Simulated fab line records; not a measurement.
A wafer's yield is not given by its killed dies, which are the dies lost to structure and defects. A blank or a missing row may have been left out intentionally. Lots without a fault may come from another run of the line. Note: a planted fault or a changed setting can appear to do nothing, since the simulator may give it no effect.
fab line records -- flow sky130
record lots=5, wafers=15, lastDay=50
route steps=708 shown SONOS_ONO@182 GATE_OXIDE@187 PAD_OPEN@708
lots that met no fault: from a run of the same line without faults
startH: the number of hours between the record's first day and the start of the first shown wafer of the lot -- waitH: how many hours have passed since the lot's step before this one -- " same as the row above -- L1.1+2: a row that stands for several wafers -- - value missing, or start not given -- * or withheld: withheld -- < > ~ a bound
route shown NAME@n: names a module that has steps shown in the file, with the first one's number in the route -- usual: mean and standard deviation over wafers with no fault -- same: alike in all rows -- chamber/n: place in a boat -- sites: readings site by site -- _std_site: standard deviation of those values -- _edge_site: outer sites' mean less inner sites' -- radiusMm: how far each site lies from the wafer's centre -- mask NAME#n: copy n -- behind: tool/chamber where the wafer was last shaped -- hold: the reason the lot was held/the length of the hold in hours/how it ended -- device: the n, p or np transistor that did not switch -- end of line: the route-end tests of the same wafers -- where a step has no rows: the recipe by itself -- killed: dies that structure and defects cost at the first sort, which is not the same as the wafer's yield -- map: the dies of a wafer, with x for killed, . for not killed, _ for no die there
set.NAME: the run value of the setting; set.NAME@STEP: its run value at that earlier step -- model.NAME: the simulator's own value behind a step, which no gauge read
lots at selected steps of the route; one table per step, one row per wafer
services: from which hour (startH, from the record's first day; less than 0 if before it) a tool's chamber was out of use, for how many hours, and why
## steps
# step SKY_SONOS_ONO_OVL_MEAS_14
# usual SONOS_ONO_OVL=0.1/1.8
lot.wafer,tool,chamber,startH,waitH,SONOS_ONO_OVL[nm]
L599.1,overlay-02,-,272.24,0.1,0.9
L599.4,overlay-02,-,272.24,0.1,1.3
L599.5,overlay-02,-,272.24,0.1,0.2
L603.1,overlay-01,-,309.05,0.1,-1.6
L603.2,overlay-01,-,309.05,0.1,-4.5
L603.5,overlay-01,-,309.05,0.1,-2.6
L604.1,overlay-01,-,318.63,0.1,-2.5
L604.2,overlay-01,-,318.63,0.1,-2.6
L604.3,overlay-01,-,318.63,0.1,1.0
L619.4,overlay-01,-,448.25,0.1,-2.2
L619.5,overlay-01,-,448.25,0.1,-3.7
L619.6,overlay-01,-,448.25,0.1,-3.7
L622.2,overlay-01,-,487.19,0.1,0.1
L622.3,overlay-01,-,487.19,0.1,-0.8
L622.6,overlay-01,-,487.19,0.1,-1.4
# step SKY_SONOS_ONO_ETCH_15
# recipe targetDepthNm=19.52, chemistry=CHF3/O2, sourceW=600, biasW=200, pressureMtorr=40, chf3FlowSccm=50, O2_flow_sccm=5, timeS=7.8
# usual biasW=200.1/0.65, drypumpMotorCurrentA=5.5/0.37, oesProductAu=1.002/0.0077, throttleValvePct=8.825/0.0093
# same timeS=7.8
lot.wafer,tool,chamber,startH,waitH,biasW,drypumpMotorCurrentA,oesProductAu,rfHoursCounterH,throttleValvePct
L599.1,rieDiel-02,3,272.27,0.0,200.3,6.0,1.008,48,8.823
L599.4,rieDiel-02,0,272.27,0.0,200.0,5.9,1.003,130,8.834
L599.5,rieDiel-02,2,272.27,0.0,199.8,5.8,0.990,-,8.831
L603.1,rieDiel-04,0,309.09,0.0,199.3,5.7,1.005,94,8.823
L603.2,rieDiel-04,1,309.09,0.0,199.3,5.7,1.003,112,8.829
L603.5,rieDiel-04,3,309.09,0.0,198.9,4.7,1.019,-,8.824
L604.1,rieDiel-02,1,318.67,0.0,199.4,5.9,1.010,12,8.815
L604.2,rieDiel-02,0,318.67,0.0,200.9,6.0,1.001,1,8.819
L604.3,rieDiel-02,3,318.67,0.0,200.3,6.0,1.006,49,8.834
L619.4,rieDiel-03,2,448.27,0.0,199.6,5.5,1.006,4,8.817
L619.5,rieDiel-03,2,448.27,0.0,200.1,5.5,1.016,-,8.830
L619.6,rieDiel-03,1,448.27,0.0,201.4,5.1,1.011,-,8.824
L622.2,rieDiel-03,0,487.22,0.0,199.6,5.6,0.981,6,8.836
L622.3,rieDiel-03,2,487.22,0.0,199.8,5.5,0.999,5,8.830
L622.6,rieDiel-03,2,487.22,0.0,200.6,5.5,0.998,-,8.820
# step SKY_SONOS_ONO_WET_ETCH_16
# recipe chemistry=dHF, targetDepthNm=14, dry=n2Spin, target=SiO2, dilution=100:1, tempC=25, timeS=292.8
# step SKY_SONOS_ONO_STRIP_17
# recipe chemistry=O2/N2, powerW=1400, pressureMtorr=1500, platenTempC=withheld, o2FlowSccm=3000, n2FlowSccm=300, overashFraction=0.5
# usual drypumpMotorCurrentA=5.9/0.45, oesProductAu=0.709/0.0051, stripTimeToEndpointS=14.10/0.04
lot.wafer,tool,chamber,startH,waitH,drypumpMotorCurrentA,oesProductAu,rfHoursCounterH,stripTimeToEndpointS
L599.1,plasmaAsher-02,0,272.38,0.0,6.1,0.717,46,14.06
L599.4,plasmaAsher-02,0,272.38,0.0,6.0,0.705,-,14.07
L599.5,plasmaAsher-02,0,272.38,0.0,6.0,0.716,-,14.03
L603.1,plasmaAsher-03,0,309.20,0.0,5.5,0.710,60,14.08
L603.2,plasmaAsher-03,1,309.20,0.0,6.4,0.710,60,14.07
L603.5,plasmaAsher-03,1,309.20,0.0,6.4,0.711,-,14.13
L604.1,plasmaAsher-03,0,318.78,0.0,5.4,0.705,60,14.06
L604.2,plasmaAsher-03,1,318.78,0.0,6.4,0.710,60,14.04
L604.3,plasmaAsher-03,1,318.78,0.0,6.4,0.719,-,14.07
L619.4,plasmaAsher-03,0,448.41,0.0,5.4,0.710,-,14.06
L619.5,plasmaAsher-03,1,448.41,0.0,6.5,0.703,-,14.13
L619.6,plasmaAsher-03,0,448.41,0.0,5.4,0.716,-,14.10
L622.2,plasmaAsher-02,1,487.33,0.0,6.2,0.708,66,14.14
L622.3,plasmaAsher-02,0,487.33,0.0,6.0,0.711,-,14.10
L622.6,plasmaAsher-02,1,487.33,0.0,6.2,0.706,-,14.11
# step SKY_SONOS_ONO_WET_ETCH_18
# recipe chemistry=H3PO4, targetDepthNm=15, target=Si3N4, tempC=160, timeS=172
# step SKY_GATE_OXIDE_CLEAN_00
# recipe chemistry=SC1/SC2, mix=1:4:20, tempC=70, timeS=150, dry=n2Spin
# step SKY_GATE_OXIDE_OXIDATION_01
# recipe tempC=900, ambient=O2, stabiliseS=600, purgeS=300, targetThkA=102.68, oxTimeS=1473
# step SKY_GATE_OXIDE_THK_MEAS_02
# recipe reads=SiO2_of_GATE_OXIDE_OXIDATION_01
# usual GATE_OXIDE_OXIDATION_00_THK=10.25/0.16
lot.wafer,tool,chamber,startH,waitH,GATE_OXIDE_OXIDATION_00_THK[nm]
L599.1,filmMetro-03,-,275.53,0.0,10.36
L599.4,filmMetro-03,-,275.53,0.0,10.31
L599.5,filmMetro-03,-,275.53,0.0,10.24
L603.1,filmMetro-01,-,311.84,0.0,10.37
L603.2,filmMetro-01,-,311.84,0.0,10.48
L603.5,filmMetro-01,-,311.84,0.0,10.41
L604.1,filmMetro-01,-,321.53,0.0,10.31
L604.2,filmMetro-01,-,321.53,0.0,10.14
L604.3,filmMetro-01,-,321.53,0.0,10.24
L619.4,filmMetro-03,-,450.02,0.0,10.08
L619.5,filmMetro-03,-,450.02,0.0,10.10
L619.6,filmMetro-03,-,450.02,0.0,10.05
L622.2,filmMetro-01,-,488.95,0.0,10.29
L622.3,filmMetro-01,-,488.95,0.0,10.23
L622.6,filmMetro-01,-,488.95,0.0,10.20
# step SKY_GATE_OXIDE_DEHYDRATE_03
# recipe tempC=200, timeS=60
# step SKY_GATE_OXIDE_HMDS_04
# recipe primeTimeS=60, primeTempC=120
# step SKY_GATE_OXIDE_COAT_05
# recipe resist=NOVOLAK, spinRpm=3000, resistThkNm=1140
# step SKY_GATE_OXIDE_SOFTBAKE_06
# recipe tempC=90, timeS=60, resist=NOVOLAK
# step SKY_GATE_OXIDE_EXPOSE_07
# recipe maskId=LVOM, na=0.6, sourceShape=conventional, sigmaOuter=0.6, polarization=unpolarized, targetCdNm=600, doseMj=170
# usual stageVelMmS=499.98/0.28
# same na=0.6
lot.wafer,tool,chamber,startH,waitH,mask,stageVelMmS
L599.1,ilineStepper-01,0,287.62,-,LVOM#0,500.06
L599.4,ilineStepper-01,0,287.62,-,LVOM#0,499.94
L599.5,ilineStepper-01,0,287.62,-,LVOM#0,499.72
L603.1,ilineStepper-02,0,325.13,-,LVOM#0,500.60
L603.2,ilineStepper-02,0,325.13,-,LVOM#0,500.52
L603.5,ilineStepper-02,0,325.13,-,LVOM#0,500.17
L604.1,ilineStepper-01,0,335.54,-,NWM#0,500.15
L604.2,ilineStepper-01,0,335.54,-,NWM#0,499.59
L604.3,ilineStepper-01,0,335.54,-,NWM#0,499.66
L619.4,ilineStepper-01,0,465.59,-,LVOM#0,499.95
L619.5,ilineStepper-01,0,465.59,-,LVOM#0,500.03
L619.6,ilineStepper-01,0,465.59,-,LVOM#0,499.75
L622.2,ilineStepper-02,0,504.05,-,LVOM#0,500.31
L622.3,ilineStepper-02,0,504.05,-,LVOM#0,500.32
L622.6,ilineStepper-02,0,504.05,-,LVOM#0,500.04
# step SKY_GATE_OXIDE_PEB_08
# recipe tempC=withheld, timeS=*, resist=NOVOLAK
# step SKY_GATE_OXIDE_DEVELOP_09
# recipe resist=NOVOLAK, developer=TMAH, developTimeS=60, devTempC=23.77
# step SKY_GATE_OXIDE_OVL_MEAS_10
# usual GATE_OXIDE_OVL=0.1/1.6
lot.wafer,tool,chamber,startH,waitH,GATE_OXIDE_OVL[nm]
L599.1,overlay-02,-,299.96,0.1,1.8
L599.4,overlay-02,-,299.96,0.1,0.8
L599.5,overlay-02,-,299.96,0.1,1.1
L603.1,overlay-02,-,338.93,0.1,2.7
L603.2,overlay-02,-,338.93,0.1,0.8
L603.5,overlay-02,-,338.93,0.1,0.0
L604.1,overlay-01,-,348.71,0.1,-
L604.2,overlay-01,-,348.71,0.1,-
L604.3,overlay-01,-,348.71,0.1,-
L619.4,overlay-01,-,480.63,0.1,-0.2
L619.5,overlay-01,-,480.63,0.1,0.1
L619.6,overlay-01,-,480.63,0.1,-1.7
L622.2,overlay-02,-,519.67,0.1,2.9
L622.3,overlay-02,-,519.67,0.1,1.3
L622.6,overlay-02,-,519.67,0.1,3.9
# step SKY_GATE_OXIDE_IMPLANT_11
# recipe species=B, energyKev=10, doseCm2=2.6e+12, tiltDeg=withheld
# step SKY_GATE_OXIDE_WET_ETCH_12
# recipe chemistry=dHF, targetDepthNm=16.8, dry=n2Spin, target=SiO2, dilution=100:1, tempC=25, timeS=336
# step SKY_GATE_OXIDE_STRIP_13
# recipe chemistry=O2/N2, powerW=1400, pressureMtorr=1500, platenTempC=withheld, o2FlowSccm=3000, n2FlowSccm=300, overashFraction=0.5
# usual drypumpMotorCurrentA=5.7/0.48, oesProductAu=0.716/0.005, stripTimeToEndpointS=14.18/0.044
lot.wafer,tool,chamber,startH,waitH,drypumpMotorCurrentA,oesProductAu,rfHoursCounterH,stripTimeToEndpointS
L599.1,plasmaAsher-03,0,300.26,0.0,5.4,0.711,59,14.24
L599.4,plasmaAsher-03,1,300.26,0.0,6.5,0.721,-,14.23
L599.5,plasmaAsher-03,0,300.26,0.0,5.4,0.721,-,14.23
L603.1,plasmaAsher-04,0,339.23,0.0,5.1,0.722,22,14.11
L603.2,plasmaAsher-04,1,339.23,0.0,5.6,0.717,22,14.07
L603.5,plasmaAsher-04,1,339.23,0.0,5.6,0.724,-,14.12
L604.1,plasmaAsher-01,0,349.00,0.0,6.3,0.709,66,14.21
L604.2,plasmaAsher-01,1,349.00,0.0,5.6,0.711,66,14.19
L604.3,plasmaAsher-01,0,349.00,0.0,6.3,0.715,-,14.16
L619.4,plasmaAsher-01,1,480.93,0.0,5.6,0.708,-,14.19
L619.5,plasmaAsher-01,0,480.93,0.0,6.3,0.701,-,14.20
L619.6,plasmaAsher-01,1,480.93,0.0,5.6,0.714,-,14.15
L622.2,plasmaAsher-03,0,519.95,0.0,5.4,0.713,80,14.21
L622.3,plasmaAsher-03,0,519.95,0.0,5.5,0.712,-,14.17
L622.6,plasmaAsher-03,1,519.95,0.0,6.4,0.720,-,14.24
# step SKY_GATE_OXIDE_TW_MEAS_14
# usual GATE_OXIDE_TW=226.1/1.9
lot.wafer,tool,chamber,startH,waitH,hold,GATE_OXIDE_TW
L599.1,filmMetro-04,-,300.36,0.1,-,223.4
L599.4,filmMetro-04,-,300.36,0.1,-,223.8
L599.5,filmMetro-04,-,300.36,0.1,-,222.6
L603.1,filmMetro-04,-,339.33,0.1,-,224.0
L603.2,filmMetro-04,-,339.33,0.1,-,225.8
L603.5,filmMetro-04,-,339.33,0.1,-,224.8
L604.1,filmMetro-04,-,349.10,0.1,awaitDispo/0.2h/release,30.2
L604.2,filmMetro-04,-,349.10,0.1,awaitDispo/0.2h/release,30.0
L604.3,filmMetro-04,-,349.10,0.1,awaitDispo/0.2h/release,30.1
L604.1,filmMetro-04,-,349.33,0.2,-,30.2
L604.2,filmMetro-04,-,349.33,0.2,-,30.0
L604.3,filmMetro-04,-,349.33,0.2,-,30.1
L619.4,filmMetro-04,-,481.03,0.1,-,223.0
L619.5,filmMetro-04,-,481.03,0.1,-,223.0
L619.6,filmMetro-04,-,481.03,0.1,-,223.6
L622.2,filmMetro-01,-,520.06,0.1,-,224.4
L622.3,filmMetro-01,-,520.06,0.1,-,224.4
L622.6,filmMetro-01,-,520.06,0.1,-,225.1
# step SKY_PAD_OPEN_PROBE_99
# usual defectLimitedYield=82.1/1.8, killed_at_M0_to_M3=45/6.9, killed_at_M4_up=3.2/1.8, killedAtContacts=25/5.3, killedAtFrontEnd=16/4.3, killedAtOther=0.2/0.52, killedDies=88/8.7, killedOpen=48/6.5, killedShort=40/6, sort_bin_3_pad_short=0.9/0.4, sort_bin_5_function=10.8/1.5, sort_bin_6_memory=6.3/1, sortNPass=404/8.7, sortYieldPct=82.1/1.8
# same grossDies=492, killedAtBackSide=0, sort_bin_4_leakage[%]=0, sort_bin_8_speed[%]=0
lot.wafer,tool,chamber,startH,waitH,defectLimitedYield[%],killed_at_M0_to_M3,killed_at_M4_up,killedAtContacts,killedAtFrontEnd,killedAtOther,killedDies,killedOpen,killedShort,sort_bin_3_pad_short[%],sort_bin_5_function[%],sort_bin_6_memory[%],sortNPass,sortYieldPct[%]
L599.1,prober-01,-,1068.88,0.1,85.4,44,3,20,4,1,72,47,25,0.6,8.3,5.7,420,85.4
L599.4,prober-01,-,1069.03,0.2,80.3,56,4,23,14,0,97,54,43,0.8,12.6,6.3,395,80.3
L599.5,prober-01,-,1069.08,0.2,79.5,50,3,29,19,0,101,53,47,1.2,12.8,6.5,391,79.5
# killed by level:class
L599.1 VIA1:geometricParticle:open=11 VIA2:geometricParticle:open=10 CONTACT:geometricParticle:open=8 METAL1:geometricParticle:short=5 LI_CONTACT:geometricParticle:open=4 CONTACT:geometricParticle:short=4 VIA3:geometricParticle:open=4 METAL2:geometricParticle:short=4
L599.4 VIA1:geometricParticle:open=14 METAL1:geometricParticle:short=11 CONTACT:geometricParticle:open=11 VIA3:geometricParticle:open=8 VIA1:geometricParticle:short=7 VIA2:geometricParticle:open=6 VIA3:geometricParticle:short=4 FIELD_ISO:geometricParticle:open=3
L599.5 VIA1:geometricParticle:open=12 CONTACT:geometricParticle:open=11 METAL2:geometricParticle:short=10 POLY_GATE:geometricParticle:short=6 LI_CONTACT:geometricParticle:open=6 LOCAL_INTERCONNECT:geometricParticle:short=6 VIA1:geometricParticle:short=6 VIA3:geometricParticle:open=5
## services
tool,chamber,startH,hours,kind
plasmaAsher-04,-,259.26,4.3,repair
plasmaAsher-02,-,276.93,1.6,repair
plasmaAsher-02,-,283.88,7.5,repair
ilineStepper-02,-,284.12,9.1,repair
rieDiel-03,-,308.30,0.1,repair
plasmaAsher-03,-,312.53,0.6,repair
ilineStepper-01,-,314.32,1.7,pm
ilineStepper-02,-,351.13,1.7,pm
rieDiel-02,2,357.20,8.7,repair
ilineStepper-01,-,364.88,9.1,repair
rieDiel-02,1,365.38,3.2,repair
rieDiel-03,2,371.80,21.3,repair
plasmaAsher-03,-,372.71,4.4,repair
ilineStepper-01,-,374.02,4.4,pm
plasmaAsher-03,-,396.14,8.0,repair
ilineStepper-01,-,410.80,10.1,repair
ilineStepper-01,-,420.94,8.9,pm
plasmaAsher-01,-,421.25,9.0,pm
plasmaAsher-02,-,425.63,6.0,repair
rieDiel-03,1,430.41,9.2,repair
rieDiel-02,2,456.67,6.5,repair
rieDiel-03,1,464.68,36.7,repair
rieDiel-02,-,480.42,1.0,repair
rieDiel-03,2,508.02,2.7,repair
## key
firstSign step=SKY_GATE_OXIDE_EXPOSE_07, reading=mask, direction=changed
effect step=SKY_GATE_OXIDE_OVL_MEAS_10, reading=GATE_OXIDE_OVL, direction=missing
effect step=SKY_GATE_OXIDE_TW_MEAS_14, reading=visit, direction=added
effect step=SKY_GATE_OXIDE_TW_MEAS_14, reading=GATE_OXIDE_TW, direction=down, sigmas=99+, usual=226.1, struck=30.1
metAt SKY_GATE_OXIDE_EXPOSE_07
struckWafers L604.1,L604.2,L604.3
scrappedBehind SKY_GATE_OXIDE_TW_MEAS_14 L604.1,L604.2,L604.3
onsetBetween 287.62 335.54
fault kind=wrongMask, tool=any, chamber=-, onsetH=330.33, steps=SKY_GATE_OXIDE_EXPOSE_07, auxCopy=NWM#0, scope=struckLotsOnly
